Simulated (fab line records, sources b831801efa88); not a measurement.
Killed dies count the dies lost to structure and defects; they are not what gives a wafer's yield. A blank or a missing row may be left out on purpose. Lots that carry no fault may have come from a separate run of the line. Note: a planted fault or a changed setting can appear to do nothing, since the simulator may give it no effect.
fab line records ; flow sky130
record lots=13; wafers=39; last-day=50
route steps=708 shown METAL4@629 VIA4@641 PAD_OPEN@708
lots with no fault: from the same line, run without faults
start-h: the number of hours between the record's first day and the start of the first shown wafer of the lot ; wait-h: hours from the lot's prior step to this one ; " same as the row above ; L1.1+2: a row that stands for several wafers ; - no value, or no start was given ; * or withheld: withheld ; < > ~ a bound
route shown NAME@n: names a module that has steps shown in the file, with the first one's number in the route ; usual: the fault-free wafers' mean and standard deviation ; same: alike in all rows ; chamber/n: place in a boat ; sites: readings site by site ; _std_site: the values' standard deviation ; _edge_site: the outer-site mean with the inner-site mean subtracted ; radius-mm: for every site, how far away it sits from the centre of the wafer ; mask NAME#n: copy n ; behind: the most recent tool/chamber to have shaped the wafer ; hold: the reason the lot was held/the length of the hold in hours/how it ended ; device: whichever transistor did not switch (one of n, p or np) ; end of line: the route-end tests of the same wafers ; where a step has no rows: the recipe by itself ; killed: at the first sort, the dies lost to defects and structure; wafer yield is something else ; map: a wafer's dies, marking killed ones x, the rest . and places with no die _
set.NAME: the run value of the setting; set.NAME@STEP: its run value at that earlier step ; model.NAME: the simulator's own value behind a step, which no gauge read
one table for each step of the route and one row for each wafer, over a sample of lots
services: the hour from which a tool's chamber was out of use, counted from the record's first day as start-h (under 0 if before that day), plus the number of hours and why
## steps
# step SKY_METAL4_CD_MEAS_13
# recipe target-cd-nm=300
# usual cd-nm=300.5/1.3
lot.wafer;tool;chamber;start-h;wait-h;cd-nm
L235.3;cd-sem-02;-;1010.42;-;300.0
L235.5;cd-sem-02;-;1010.42;-;300.0
L235.6;cd-sem-02;-;1010.42;-;299.9
L236.1;cd-sem-02;-;1018.54;-;302.5
L236.4;cd-sem-02;-;1018.54;-;302.6
L236.6;cd-sem-02;-;1018.54;-;302.6
L237.1;cd-sem-02;-;1026.08;-;297.6
L237.3;cd-sem-02;-;1026.08;-;298.0
L237.5;cd-sem-02;-;1026.08;-;298.2
L238.1;cd-sem-01;-;1033.28;-;300.4
L238.2;cd-sem-01;-;1033.28;-;300.8
L238.3;cd-sem-01;-;1033.28;-;300.6
L239.1;cd-sem-02;-;1037.98;-;300.8
L239.2;cd-sem-02;-;1037.98;-;299.7
L239.3;cd-sem-02;-;1037.98;-;299.7
L242.2;cd-sem-02;-;1059.60;-;301.2
L242.3;cd-sem-02;-;1059.60;-;299.0
L242.4;cd-sem-02;-;1059.60;-;300.5
L246.2;cd-sem-01;-;1073.45;-;299.1
L246.5;cd-sem-01;-;1073.45;-;299.0
L246.6;cd-sem-01;-;1073.45;-;298.5
L247.2;cd-sem-01;-;1088.15;-;300.3
L247.5;cd-sem-01;-;1088.15;-;299.6
L247.6;cd-sem-01;-;1088.15;-;299.7
L249.1;cd-sem-02;-;1096.03;-;302.3
L249.5;cd-sem-02;-;1096.03;-;301.4
L249.6;cd-sem-02;-;1096.03;-;301.4
L250.2;cd-sem-02;-;1102.25;-;299.8
L250.3;cd-sem-02;-;1102.25;-;299.8
L250.5;cd-sem-02;-;1102.25;-;299.8
L251.3;cd-sem-02;-;1109.63;-;302.6
L251.5;cd-sem-02;-;1109.63;-;302.3
L251.6;cd-sem-02;-;1109.63;-;302.1
L253.1;cd-sem-01;-;1126.23;-;298.2
L253.3;cd-sem-01;-;1126.23;-;299.4
L253.5;cd-sem-01;-;1126.23;-;298.1
L254.2;cd-sem-01;-;1128.36;-;300.4
L254.3;cd-sem-01;-;1128.36;-;299.4
L254.5;cd-sem-01;-;1128.36;-;301.5
# step SKY_METAL4_ETCH_17
# recipe target=SiO2; stop-on=TiN; chemistry=C4F8/O2/Ar; source-w=1500; bias-w=1200; pressure-mtorr=40; c4f8-flow-sccm=withheld; O2_flow_sccm=6; Ar_flow_sccm=300; time-s=3.9; target-depth-a=150
# usual bias-w=1200/3.3; chamber-pressure-mTorr=40.00/0.04; oes-product-au=0.754/0.0071
lot.wafer;tool;chamber;start-h;wait-h;bias-w;chamber-pressure-mTorr;oes-product-au;rf-hours-counter-h
L235.3;rie-diel-02;1;1010.66;0.0;1199;39.97;0.757;13
L235.5;rie-diel-02;0;1010.66;0.0;1202;40.00;0.759;-
L235.6;rie-diel-02;1;1010.66;0.0;1201;39.95;0.754;-
L236.1;rie-diel-04;1;1018.83;0.1;1202;40.02;0.760;18
L236.4;rie-diel-04;0;1018.83;0.1;1200;40.10;0.756;-
L236.6;rie-diel-04;2;1018.83;0.1;1200;39.97;0.755;-
L237.1;rie-diel-01;1;1026.36;0.1;1203;39.99;0.745;20
L237.3;rie-diel-01;2;1026.36;0.1;1207;39.98;0.754;19
L237.5;rie-diel-01;2;1026.36;0.1;1200;39.97;0.752;-
L238.1;rie-diel-01;2;1033.57;0.1;1199;40.03;0.757;19
L238.2;rie-diel-01;1;1033.57;0.1;1198;40.02;0.748;20
L238.3;rie-diel-01;0;1033.57;0.1;1196;39.98;0.755;10
L239.1;rie-diel-01;1;1038.27;0.1;1202;40.01;0.749;20
L239.2;rie-diel-01;0;1038.27;0.1;1196;40.02;0.757;10
L239.3;rie-diel-01;2;1038.27;0.1;1199;39.95;0.742;19
L242.2;rie-diel-01;1;1059.86;0.1;1207;39.98;0.750;21
L242.3;rie-diel-01;2;1059.86;0.1;1202;40.02;0.757;20
L242.4;rie-diel-01;3;1059.86;0.1;1199;39.97;0.747;22
L246.2;rie-diel-04;3;1073.71;0.1;-;-;-;-
L246.5;rie-diel-04;3;1073.71;0.1;-;-;-;-
L246.6;rie-diel-04;2;1073.71;0.1;-;-;-;-
L247.2;rie-diel-01;2;1088.42;0.1;-;-;-;-
L247.5;rie-diel-01;2;1088.42;0.1;-;-;-;-
L247.6;rie-diel-01;1;1088.42;0.1;-;-;-;-
L249.1;rie-diel-04;2;1096.32;0.1;1198;40.02;0.756;28
L249.5;rie-diel-04;0;1096.32;0.1;1202;40.02;0.752;-
L249.6;rie-diel-04;3;1096.32;0.1;1204;40.04;0.758;-
L250.2;rie-diel-04;0;1102.52;0.1;1201;39.99;0.730;6
L250.3;rie-diel-04;3;1102.52;0.1;1195;40.03;0.750;17
L250.5;rie-diel-04;3;1102.52;0.1;1202;39.99;0.754;-
L251.3;rie-diel-01;3;1109.88;0.0;1199;40.03;0.749;23
L251.5;rie-diel-01;2;1109.88;0.0;1202;40.01;0.761;-
L251.6;rie-diel-01;3;1109.88;0.0;1195;40.08;0.748;-
L253.1;rie-diel-04;1;1126.52;0.1;1198;39.99;0.748;22
L253.3;rie-diel-04;2;1126.52;0.1;1196;40.01;0.738;29
L253.5;rie-diel-04;3;1126.52;0.1;1202;39.98;0.748;-
L254.2;rie-diel-04;1;1128.63;0.1;1197;39.99;0.756;22
L254.3;rie-diel-04;0;1128.63;0.1;1202;39.96;0.754;7
L254.5;rie-diel-04;1;1128.63;0.1;1200;39.92;0.761;-
# step SKY_VIA4_CMP_02
# recipe material=SiO2; down-force-psi=4; platen-rpm=60; pad-velocity-m-s=0.94248
# usual motor-current-A=11.8/1.3
lot.wafer;tool;chamber;start-h;wait-h;motor-current-A
L235.3;cmp-02;0;1011.95;0.2;9.4
L235.5;cmp-02;0;1011.95;0.2;9.7
L235.6;cmp-02;1;1011.95;0.2;12.0
L236.1;cmp-01;0;1020.25;0.4;10.8
L236.4;cmp-01;1;1020.25;0.4;13.1
L236.6;cmp-01;1;1020.25;0.4;13.0
L237.3;cmp-02;3;1027.50;0.1;12.1
L237.1;cmp-02;0;1027.50;0.1;9.6
L237.5;cmp-02;3;1027.50;0.1;12.3
L238.2;cmp-02;2;1034.69;0.1;13.4
L238.1;cmp-02;3;1034.69;0.1;12.8
L238.3;cmp-02;0;1034.69;0.1;9.3
L239.1;cmp-01;3;1039.35;0.1;10.8
L239.3;cmp-01;0;1039.35;0.1;10.5
L239.2;cmp-01;1;1039.35;0.1;12.7
L242.2;cmp-02;1;1061.01;0.0;12.3
L242.4;cmp-02;3;1061.01;0.0;12.5
L242.3;cmp-02;0;1061.01;0.0;9.7
L249.1;cmp-02;2;1097.50;0.1;13.5
L249.6;cmp-02;0;1097.50;0.1;9.2
L249.5;cmp-02;1;1097.50;0.1;12.6
L250.2;cmp-01;3;1103.60;0.1;11.3
L250.3;cmp-01;1;1103.60;0.1;11.5
L250.5;cmp-01;2;1103.60;0.1;12.0
L251.3;cmp-02;2;1111.30;0.4;13.4
L251.6;cmp-02;0;1111.30;0.4;9.1
L251.5;cmp-02;1;1111.30;0.4;12.4
L253.3;cmp-02;2;1127.68;0.1;12.6
L253.1;cmp-02;3;1127.68;0.1;13.2
L253.5;cmp-02;1;1127.68;0.1;13.3
L254.2;cmp-02;3;1129.69;0.0;12.6
L254.3;cmp-02;0;1129.69;0.0;8.6
L254.5;cmp-02;0;1129.69;0.0;8.9
# step SKY_VIA4_BOW_MEAS_03
# recipe mode=bow
# usual VIA4_BOW=80/9
lot.wafer;tool;chamber;start-h;wait-h;VIA4_BOW[um]
L235.3;film-metro-03;-;1012.29;0.3;78
L235.5;film-metro-03;-;1012.29;0.3;89
L235.6;film-metro-03;-;1012.29;0.3;76
L236.1;film-metro-03;-;1020.55;0.2;78
L236.4;film-metro-03;-;1020.55;0.2;75
L236.6;film-metro-03;-;1020.55;0.2;83
L237.1;film-metro-02;-;1027.75;0.1;80
L237.3;film-metro-02;-;1027.75;0.1;82
L237.5;film-metro-02;-;1027.75;0.1;73
L238.1;film-metro-02;-;1034.94;0.1;100
L238.2;film-metro-02;-;1034.94;0.1;80
L238.3;film-metro-02;-;1034.94;0.1;79
L239.1;film-metro-03;-;1039.65;0.2;65
L239.2;film-metro-03;-;1039.65;0.2;70
L239.3;film-metro-03;-;1039.65;0.2;85
L242.2;film-metro-03;-;1061.33;0.3;73
L242.3;film-metro-03;-;1061.33;0.3;72
L242.4;film-metro-03;-;1061.33;0.3;78
L249.1;film-metro-01;-;1097.70;0.1;90
L249.5;film-metro-01;-;1097.70;0.1;95
L249.6;film-metro-01;-;1097.70;0.1;83
L250.2;film-metro-01;-;1103.87;0.2;68
L250.3;film-metro-01;-;1103.87;0.2;81
L250.5;film-metro-01;-;1103.87;0.2;83
L251.3;film-metro-03;-;1111.54;0.2;79
L251.5;film-metro-03;-;1111.54;0.2;70
L251.6;film-metro-03;-;1111.54;0.2;66
L253.1;film-metro-02;-;1127.88;0.1;84
L253.3;film-metro-02;-;1127.88;0.1;87
L253.5;film-metro-02;-;1127.88;0.1;95
L254.2;film-metro-01;-;1130.01;0.3;94
L254.3;film-metro-01;-;1130.01;0.3;82
L254.5;film-metro-01;-;1130.01;0.3;88
# step SKY_PAD_OPEN_PROBE_99
# usual defect-limited-yield=82.9/2.2; killed_at_M0_to_M3=42/7; killed_at_M4_up=2.8/1.8; killed-at-contacts=24/5.8; killed-at-front-end=15/4.8; killed-at-other=0.3/0.56; killed-dies=84/11; killed-on-rim=17/4.2; killed-open=46/7.8; killed-short=38/6.3; sort_bin_3_pad_short=0.8/0.43; sort_bin_5_function=10.2/1.6; sort_bin_6_memory=6.0/1.1; sort-n-pass=408/11; sort-yield-pct=82.9/2.2
# same gross-dies=492; killed-at-back-side=0; sort_bin_4_leakage[%]=0; sort_bin_8_speed[%]=0
lot.wafer;tool;chamber;start-h;wait-h;defect-limited-yield[%];killed_at_M0_to_M3;killed_at_M4_up;killed-at-contacts;killed-at-front-end;killed-at-other;killed-dies;killed-on-rim;killed-open;killed-short;sort_bin_3_pad_short[%];sort_bin_5_function[%];sort_bin_6_memory[%];sort-n-pass;sort-yield-pct[%]
L235.3;prober-01;-;1103.40;0.2;81.9;42;2;17;28;0;89;20;48;41;2.2;8.7;7.1;403;81.9
L235.5;prober-01;-;1103.50;0.2;82.3;35;4;27;19;2;87;10;48;38;1.2;11.4;5.1;405;82.3
L235.6;prober-01;-;1103.55;0.2;83.3;36;4;21;20;1;82;21;39;42;0.8;8.9;6.9;410;83.3
L236.1;prober-02;-;1110.56;0.1;80.9;51;4;22;17;0;94;18;46;47;1.0;12.8;5.3;398;80.9
L236.4;prober-02;-;1110.71;0.2;82.1;35;0;22;31;0;88;15;46;39;0.6;11.0;6.3;404;82.1
L236.6;prober-02;-;1110.81;0.2;79.7;59;1;23;16;1;100;14;57;42;0.4;13.4;6.5;392;79.7
L237.1;prober-01;-;1119.39;0.1;86.2;33;1;20;14;0;68;12;36;32;0.6;9.1;4.1;424;86.2
L237.3;prober-01;-;1119.49;0.2;83.7;41;2;30;7;0;80;18;45;35;0.8;8.9;6.5;412;83.7
L237.5;prober-01;-;1119.59;0.2;83.5;35;2;31;13;0;81;17;45;36;1.2;9.3;5.9;411;83.5
L238.1;prober-02;-;1122.90;0.1;80.9;56;1;22;15;0;94;15;57;37;1.0;12.0;6.1;398;80.9
L238.2;prober-02;-;1122.95;0.1;83.5;34;4;25;18;0;81;15;53;28;0.6;11.0;4.9;411;83.5
L238.3;prober-02;-;1123.00;0.2;83.5;35;2;32;12;0;81;11;42;39;0.6;10.0;5.9;411;83.5
L239.1;prober-01;-;1127.05;0.1;83.9;44;2;18;14;1;79;12;48;30;0.6;9.3;6.1;413;83.9
L239.2;prober-01;-;1127.10;0.1;84.3;47;1;22;6;1;77;16;43;33;0.4;9.8;5.5;415;84.3
L239.3;prober-01;-;1127.15;0.2;79.7;54;3;23;18;2;100;13;60;39;0.4;12.4;7.5;392;79.7
L242.2;prober-02;-;1145.59;0.1;80.5;57;0;23;15;1;96;21;50;46;2.0;12.2;5.3;396;80.5
L242.3;prober-02;-;1145.64;0.2;81.9;44;2;26;17;0;89;11;40;48;0.6;11.8;5.7;403;81.9
L242.4;prober-02;-;1145.69;0.2;83.7;37;4;28;11;0;80;14;51;29;0.4;11.0;4.9;412;83.7
L246.2;prober-02;-;1158.78;0.1;0;57;389;30;16;0;492;96;56;47;1.8;92.1;6.1;0;0
L246.5;prober-02;-;1158.93;0.2;0;40;416;19;17;0;492;96;38;38;0.6;92.7;6.7;0;0
L246.6;prober-02;-;1158.98;0.2;0;45;408;21;18;0;492;96;45;42;1.2;93.3;5.5;0;0
L247.2;prober-01;-;1170.64;0.1;0;47;401;30;14;0;492;96;47;47;1.8;93.1;5.1;0;0
L247.5;prober-01;-;1170.79;0.2;0;39;413;24;16;0;492;96;41;40;0.8;93.3;5.9;0;0
L247.6;prober-01;-;1170.84;0.2;0;40;426;16;10;0;492;96;38;29;0.6;93.7;5.7;0;0
L249.1;prober-01;-;1177.52;0.1;79.9;47;5;31;16;0;99;24;59;40;1.6;10.8;7.7;393;79.9
L249.5;prober-01;-;1177.72;0.2;85.8;29;3;28;10;0;70;15;43;27;0.8;8.7;4.7;422;85.8
L249.6;prober-01;-;1177.77;0.2;84.6;35;2;24;15;0;76;13;46;29;0.2;8.9;6.3;416;84.6
L250.2;prober-02;-;1182.40;0.1;80.1;45;0;26;27;0;98;23;61;37;0.8;12.2;6.9;394;80.1
L250.3;prober-02;-;1182.45;0.2;81.7;38;2;29;21;0;90;19;53;37;0.4;10.8;7.1;402;81.7
L250.5;prober-02;-;1182.55;0.2;82.3;41;1;25;20;0;87;20;53;34;1.4;10.0;6.3;405;82.3
L251.3;prober-01;-;1187.31;0.2;87.2;30;2;20;11;0;63;11;36;27;0.6;7.5;4.7;429;87.2
L251.5;prober-01;-;1187.41;0.2;84.3;34;2;28;13;0;77;15;41;36;0.8;8.3;6.5;415;84.3
L251.6;prober-01;-;1187.46;0.2;85.4;31;2;26;13;0;72;15;42;30;0.2;8.5;5.9;420;85.4
L253.1;prober-01;-;1201.60;0.1;82.1;36;4;26;22;0;88;15;44;44;0.8;10.0;7.1;404;82.1
L253.3;prober-01;-;1201.70;0.2;80.5;58;1;21;15;1;96;22;52;44;0.8;11.6;7.1;396;80.5
L253.5;prober-01;-;1201.80;0.2;82.3;46;4;19;16;2;87;21;49;36;0.4;11.2;6.1;405;82.3
L254.2;prober-02;-;1203.45;0.1;82.3;42;3;25;17;0;87;16;54;33;1.2;10.2;6.3;405;82.3
L254.3;prober-02;-;1203.50;0.2;82.9;42;1;30;11;0;84;14;43;41;1.2;9.3;6.5;408;82.9
L254.5;prober-02;-;1203.60;0.2;82.7;43;8;24;10;0;85;15;46;39;0.6;10.2;6.5;407;82.7
# killed by level:class
L235.3 VIA1:geometric-particle:open=12 POLY_GATE:geometric-particle:open=8 METAL2:geometric-particle:short=8 METAL1:geometric-particle:short=8 FIELD_ISO:geometric-particle:open=6 CONTACT:geometric-particle:open=6 FIELD_ISO:geometric-particle:short=5 POLY_GATE:geometric-particle:short=5
L235.5 LI_CONTACT:geometric-particle:open=9 VIA1:geometric-particle:open=9 METAL1:geometric-particle:short=7 CONTACT:geometric-particle:open=7 VIA2:geometric-particle:open=7 FIELD_ISO:geometric-particle:open=6 FIELD_ISO:geometric-particle:short=5 LI_CONTACT:geometric-particle:short=5
L235.6 VIA1:geometric-particle:open=9 POLY_GATE:geometric-particle:short=8 VIA2:geometric-particle:open=6 VIA3:geometric-particle:open=6 LI_CONTACT:geometric-particle:open=5 CONTACT:geometric-particle:open=5 POLY_GATE:geometric-particle:open=4 LI_CONTACT:geometric-particle:short=4
L236.1 LI_CONTACT:geometric-particle:open=11 VIA2:geometric-particle:open=10 METAL2:geometric-particle:short=9 METAL1:geometric-particle:short=9 VIA3:geometric-particle:open=6 VIA1:geometric-particle:open=6 CONTACT:geometric-particle:open=4 LOCAL_INTERCONNECT:geometric-particle:short=4
L236.4 FIELD_ISO:geometric-particle:short=11 LI_CONTACT:geometric-particle:open=9 CONTACT:geometric-particle:open=9 FIELD_ISO:geometric-particle:open=8 VIA1:geometric-particle:open=5 POLY_GATE:geometric-particle:short=5 VIA2:geometric-particle:open=5 METAL1:geometric-particle:short=4
L236.6 VIA1:geometric-particle:open=14 VIA3:geometric-particle:open=12 VIA2:geometric-particle:open=8 CONTACT:geometric-particle:open=7 METAL1:geometric-particle:short=6 VIA3:geometric-particle:short=6 LI_CONTACT:geometric-particle:open=6 FIELD_ISO:geometric-particle:short=4
L237.1 VIA1:geometric-particle:open=9 POLY_GATE:geometric-particle:open=6 METAL2:geometric-particle:short=6 LI_CONTACT:geometric-particle:open=5 CONTACT:geometric-particle:open=5 FIELD_ISO:geometric-particle:short=4 CONTACT:geometric-particle:short=4 VIA3:geometric-particle:open=4
L237.3 VIA1:geometric-particle:open=18 CONTACT:geometric-particle:open=9 LI_CONTACT:geometric-particle:open=7 CONTACT:geometric-particle:short=7 LOCAL_INTERCONNECT:geometric-particle:short=5 METAL2:geometric-particle:short=5 METAL1:geometric-particle:short=4 VIA1:geometric-particle:short=4
L237.5 CONTACT:geometric-particle:open=10 LI_CONTACT:geometric-particle:open=10 METAL1:geometric-particle:short=9 VIA1:geometric-particle:open=9 LI_CONTACT:geometric-particle:short=6 POLY_GATE:geometric-particle:open=5 FIELD_ISO:geometric-particle:short=4 CONTACT:geometric-particle:short=4
L238.1 VIA1:geometric-particle:open=17 VIA2:geometric-particle:open=9 CONTACT:geometric-particle:open=7 LI_CONTACT:geometric-particle:open=6 METAL1:geometric-particle:short=6 VIA3:geometric-particle:open=6 CONTACT:geometric-particle:short=5 METAL3:geometric-particle:short=5
L238.2 VIA1:geometric-particle:open=11 VIA2:geometric-particle:open=10 CONTACT:geometric-particle:open=9 LI_CONTACT:geometric-particle:open=8 CONTACT:geometric-particle:short=6 FIELD_ISO:geometric-particle:open=5 FIELD_ISO:geometric-particle:short=3 SONOS_ONO:geometric-particle:short=3
L238.3 CONTACT:geometric-particle:open=12 VIA1:geometric-particle:open=9 VIA2:geometric-particle:open=8 LI_CONTACT:geometric-particle:short=6 VIA1:geometric-particle:short=6 LI_CONTACT:geometric-particle:open=5 LOCAL_INTERCONNECT:geometric-particle:short=5 POLY_GATE:geometric-particle:open=3
L239.1 VIA1:geometric-particle:open=14 LI_CONTACT:geometric-particle:open=6 VIA2:geometric-particle:open=6 VIA3:geometric-particle:open=6 CONTACT:geometric-particle:open=5 METAL2:geometric-particle:short=5 FIELD_ISO:geometric-particle:open=4 VIA1:geometric-particle:short=4
L239.2 VIA1:geometric-particle:open=11 VIA3:geometric-particle:open=9 LI_CONTACT:geometric-particle:open=7 CONTACT:geometric-particle:open=6 METAL2:geometric-particle:short=6 LI_CONTACT:geometric-particle:short=5 VIA1:geometric-particle:short=5 VIA2:geometric-particle:open=5
L239.3 VIA1:geometric-particle:open=14 CONTACT:geometric-particle:open=11 VIA3:geometric-particle:open=9 METAL1:geometric-particle:short=7 VIA1:geometric-particle:short=7 LI_CONTACT:geometric-particle:open=6 FIELD_ISO:geometric-particle:open=5 VIA2:geometric-particle:open=5
L242.2 CONTACT:geometric-particle:open=11 VIA1:geometric-particle:open=9 METAL2:geometric-particle:short=9 METAL1:geometric-particle:short=8 VIA1:geometric-particle:short=7 FIELD_ISO:geometric-particle:short=6 VIA2:geometric-particle:open=6 LI_CONTACT:geometric-particle:open=5
L242.3 VIA1:geometric-particle:open=9 CONTACT:geometric-particle:short=8 CONTACT:geometric-particle:open=7 VIA3:geometric-particle:open=6 LI_CONTACT:geometric-particle:open=5 VIA1:geometric-particle:short=5 METAL2:geometric-particle:short=5 VIA2:geometric-particle:open=5
L242.4 CONTACT:geometric-particle:open=13 VIA1:geometric-particle:open=11 LI_CONTACT:geometric-particle:open=7 VIA2:geometric-particle:open=7 VIA3:geometric-particle:open=5 POLY_GATE:geometric-particle:open=4 VIA2:geometric-particle:short=4 FIELD_ISO:geometric-particle:short=3
L246.2 METAL4:area-etch=389 VIA1:geometric-particle:open=17 VIA2:geometric-particle:open=7 VIA3:geometric-particle:open=7 CONTACT:geometric-particle:short=7 VIA1:geometric-particle:short=7 LOCAL_INTERCONNECT:geometric-particle:short=6 POLY_GATE:geometric-particle:open=6
L246.5 METAL4:area-etch=416 VIA1:geometric-particle:short=9 LI_CONTACT:geometric-particle:open=8 FIELD_ISO:geometric-particle:short=7 VIA1:geometric-particle:open=6 VIA2:geometric-particle:open=5 VIA3:geometric-particle:open=5 FIELD_ISO:geometric-particle:open=4
L246.6 METAL4:area-etch=405 VIA1:geometric-particle:open=12 CONTACT:geometric-particle:open=9 METAL1:geometric-particle:short=7 FIELD_ISO:geometric-particle:short=6 VIA2:geometric-particle:open=6 POLY_GATE:geometric-particle:short=5 VIA3:geometric-particle:open=5
L247.2 METAL4:area-etch=397 VIA1:geometric-particle:open=14 LOCAL_INTERCONNECT:geometric-particle:short=10 CONTACT:geometric-particle:open=9 VIA2:geometric-particle:short=6 LI_CONTACT:geometric-particle:open=6 VIA3:geometric-particle:open=6 METAL2:geometric-particle:short=5
L247.5 METAL4:area-etch=411 CONTACT:geometric-particle:open=8 VIA1:geometric-particle:open=8 LOCAL_INTERCONNECT:geometric-particle:short=6 VIA2:geometric-particle:open=6 POLY_GATE:geometric-particle:open=5 POLY_GATE:geometric-particle:short=5 METAL1:geometric-particle:short=5
L247.6 METAL4:area-etch=424 VIA1:geometric-particle:open=11 CONTACT:geometric-particle:short=7 LI_CONTACT:geometric-particle:open=5 VIA1:geometric-particle:short=5 VIA3:geometric-particle:open=5 VIA3:geometric-particle:short=4 METAL2:geometric-particle:short=4
L249.1 VIA1:geometric-particle:open=14 LI_CONTACT:geometric-particle:open=10 VIA2:geometric-particle:open=10 CONTACT:geometric-particle:short=7 CONTACT:geometric-particle:open=6 VIA3:geometric-particle:open=6 FIELD_ISO:geometric-particle:open=4 POLY_GATE:geometric-particle:open=4
L249.5 LI_CONTACT:geometric-particle:open=9 CONTACT:geometric-particle:open=9 VIA1:geometric-particle:open=7 VIA3:geometric-particle:open=5 LOCAL_INTERCONNECT:geometric-particle:short=5 METAL2:geometric-particle:short=4 POLY_GATE:geometric-particle:open=3 LI_CONTACT:geometric-particle:short=3
L249.6 VIA1:geometric-particle:open=13 VIA2:geometric-particle:open=11 LI_CONTACT:geometric-particle:open=7 CONTACT:geometric-particle:open=6 CONTACT:geometric-particle:short=5 FIELD_ISO:geometric-particle:open=4 POLY_GATE:geometric-particle:short=4 LOCAL_INTERCONNECT:geometric-particle:short=4
L250.2 LI_CONTACT:geometric-particle:open=10 POLY_GATE:geometric-particle:open=8 CONTACT:geometric-particle:open=8 POLY_GATE:geometric-particle:short=7 VIA1:geometric-particle:open=7 VIA2:geometric-particle:open=7 FIELD_ISO:geometric-particle:open=6 CONTACT:geometric-particle:short=5
L250.3 CONTACT:geometric-particle:open=13 VIA1:geometric-particle:open=13 CONTACT:geometric-particle:short=7 FIELD_ISO:geometric-particle:short=6 LI_CONTACT:geometric-particle:open=6 VIA3:geometric-particle:open=6 VIA1:geometric-particle:short=5 VIA2:geometric-particle:short=5
L250.5 VIA3:geometric-particle:open=9 CONTACT:geometric-particle:open=8 LI_CONTACT:geometric-particle:open=7 VIA1:geometric-particle:open=7 POLY_GATE:geometric-particle:open=6 VIA2:geometric-particle:open=6 FIELD_ISO:geometric-particle:open=5 FIELD_ISO:geometric-particle:short=5
L251.3 CONTACT:geometric-particle:open=10 VIA3:geometric-particle:open=5 LOCAL_INTERCONNECT:geometric-particle:short=5 VIA1:geometric-particle:open=5 METAL2:geometric-particle:short=4 VIA2:geometric-particle:short=4 FIELD_ISO:geometric-particle:short=3 FIELD_ISO:geometric-particle:open=3
L251.5 CONTACT:geometric-particle:open=9 LOCAL_INTERCONNECT:geometric-particle:short=7 METAL2:geometric-particle:short=7 VIA3:geometric-particle:open=6 POLY_GATE:geometric-particle:open=5 VIA1:geometric-particle:open=5 LI_CONTACT:geometric-particle:open=5 POLY_GATE:geometric-particle:short=3
L251.6 LI_CONTACT:geometric-particle:open=8 VIA1:geometric-particle:open=8 CONTACT:geometric-particle:open=8 CONTACT:geometric-particle:short=7 METAL1:geometric-particle:short=5 VIA3:geometric-particle:open=5 VIA2:geometric-particle:open=4 VIA3:geometric-particle:short=4
L253.1 CONTACT:geometric-particle:open=9 METAL1:geometric-particle:short=9 LI_CONTACT:geometric-particle:open=7 FIELD_ISO:geometric-particle:short=6 VIA2:geometric-particle:open=6 LOCAL_INTERCONNECT:geometric-particle:short=5 VIA1:geometric-particle:short=5 FIELD_ISO:geometric-particle:open=4
L253.3 VIA1:geometric-particle:open=11 VIA3:geometric-particle:open=11 METAL1:geometric-particle:short=8 VIA2:geometric-particle:open=7 CONTACT:geometric-particle:open=6 CONTACT:geometric-particle:short=6 METAL2:geometric-particle:short=6 LI_CONTACT:geometric-particle:open=4
L253.5 METAL1:geometric-particle:short=11 VIA1:geometric-particle:open=11 CONTACT:geometric-particle:open=9 LI_CONTACT:geometric-particle:open=6 VIA3:geometric-particle:open=6 POLY_GATE:geometric-particle:short=5 FIELD_ISO:geometric-particle:short=4 FIELD_ISO:geometric-particle:open=4
L254.2 LI_CONTACT:geometric-particle:open=10 VIA1:geometric-particle:open=8 FIELD_ISO:geometric-particle:open=7 VIA1:geometric-particle:short=7 VIA2:geometric-particle:open=7 CONTACT:geometric-particle:short=5 CONTACT:geometric-particle:open=5 METAL2:geometric-particle:open=4
L254.3 LI_CONTACT:geometric-particle:open=10 VIA1:geometric-particle:open=8 CONTACT:geometric-particle:open=7 METAL1:geometric-particle:short=7 FIELD_ISO:geometric-particle:open=5 METAL2:geometric-particle:short=5 LOCAL_INTERCONNECT:geometric-particle:short=4 CONTACT:geometric-particle:short=4
L254.5 VIA1:geometric-particle:open=11 CONTACT:geometric-particle:open=8 METAL2:geometric-particle:short=8 VIA2:geometric-particle:open=8 LI_CONTACT:geometric-particle:open=6 VIA1:geometric-particle:short=5 CONTACT:geometric-particle:short=4 METAL4:geometric-particle:short=4
## services
tool;chamber;start-h;hours;kind
cmp-02;-;989.11;1.9;repair
rie-diel-01;0;989.77;7.1;repair
cmp-02;-;998.26;1.9;repair
cmp-01;-;1010.52;3.5;repair
rie-diel-04;3;1011.04;9.5;repair
rie-diel-02;-;1027.90;0.2;repair
rie-diel-02;3;1028.47;8.3;repair
cmp-01;-;1050.00;1.0;repair
rie-diel-04;-;1055.73;0.3;repair
rie-diel-01;-;1075.34;2.2;repair
cmp-01;-;1085.77;4.0;pm
cmp-01;-;1089.77;-;consumable-replace:conditioner
cmp-01;-;1089.77;-;consumable-replace:pad
rie-diel-01;3;1100.28;2.5;repair
cmp-01;-;1104.03;7.7;pm
cmp-02;-;1108.32;0.5;repair
cmp-02;-;1112.60;7.7;repair
cmp-02;-;1117.47;1.4;repair
## key
first-sign step=SKY_METAL4_ETCH_17; reading=tool-record; direction=missing
effect step=SKY_PAD_OPEN_PROBE_99; reading=killed_at_M4_up; direction=up; sigmas=99+; usual=2.8; struck=408.8
more-kills-born-at SKY_METAL4_ETCH_17@rie-diel-01=1232; SKY_METAL4_ETCH_17@rie-diel-04=1209
met-at SKY_METAL4_ETCH_17
struck-lots L246,L247
later-rows-left-out L246.2,L246.5,L246.6,L247.2,L247.5,L247.6
not-acting-at SKY_METAL4_CD_MEAS_13,SKY_VIA4_CMP_02,SKY_VIA4_BOW_MEAS_03
onset-between 1059.86 1073.71
fault kind=skipped-step-whole; tool=rie-diel-01,rie-diel-04; chamber=-; onset-h=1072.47; steps=SKY_METAL4_ETCH_17; scope=struck-lots-only
# later-rows-left-out: the simulator's readings of these wafers behind a module that went badly wrong aren't trusted and aren't shown, but for the sort
